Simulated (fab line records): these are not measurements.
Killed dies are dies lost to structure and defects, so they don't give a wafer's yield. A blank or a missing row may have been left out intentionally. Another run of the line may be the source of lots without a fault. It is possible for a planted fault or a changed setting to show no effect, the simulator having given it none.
Which tool is to blame? + flow sky130 + 7 lots, 21 wafers sampled, at 1 step of a route of 708

WHAT THE GAUGES SHOWED, per wafer
SKY_NWELL_TW_MEAS_26.
| lot  | measured     | on           | NWELL_2_TW  |
|------|--------------|--------------|-------------|
| L636 | day 7 01:49  | filmMetro-03 | 500 497 499 |
| L643 | day 8 12:24  | filmMetro-03 | 496 499 502 |
| L645 | day 8 22:41  | filmMetro-02 | 495 497 501 |
| L647 | day 9 07:51  | filmMetro-02 | 502 502 498 |
| L650 | day 10 03:27 | filmMetro-03 | 498 499 497 |
| L652 | day 10 14:14 | filmMetro-02 | 499 498 497 |
| L654 | day 11 08:48 | filmMetro-03 | 495 494 498 |

EACH LOT AND THE TOOL THAT RAN IT (in order: tool; ch and the chambers of the sampled wafers; start)
Before these readings, the record contains no process step.

THE ANSWER, worked out from the rows above alone
Rule: what is usual is taken from the lots themselves. The widest of any qualifying gaps counts: lots, ordered by their means at a reading, are off when they make up no more than a third of the lots, leave a main group of 4 or more, and stand apart from it by 3 or more times the standard deviation of that group's means. A main group whose means are all the same, to the digits that the tables above print for the reading, isn't used. A lot without any number at a reading at which 4 lots or more have one is off too. The other lots that the step has rows for count as sound.
Across all readings shown, no lot is off: no conclusion can be drawn from this.

WHAT THE SIMULATOR HAD PUT IN
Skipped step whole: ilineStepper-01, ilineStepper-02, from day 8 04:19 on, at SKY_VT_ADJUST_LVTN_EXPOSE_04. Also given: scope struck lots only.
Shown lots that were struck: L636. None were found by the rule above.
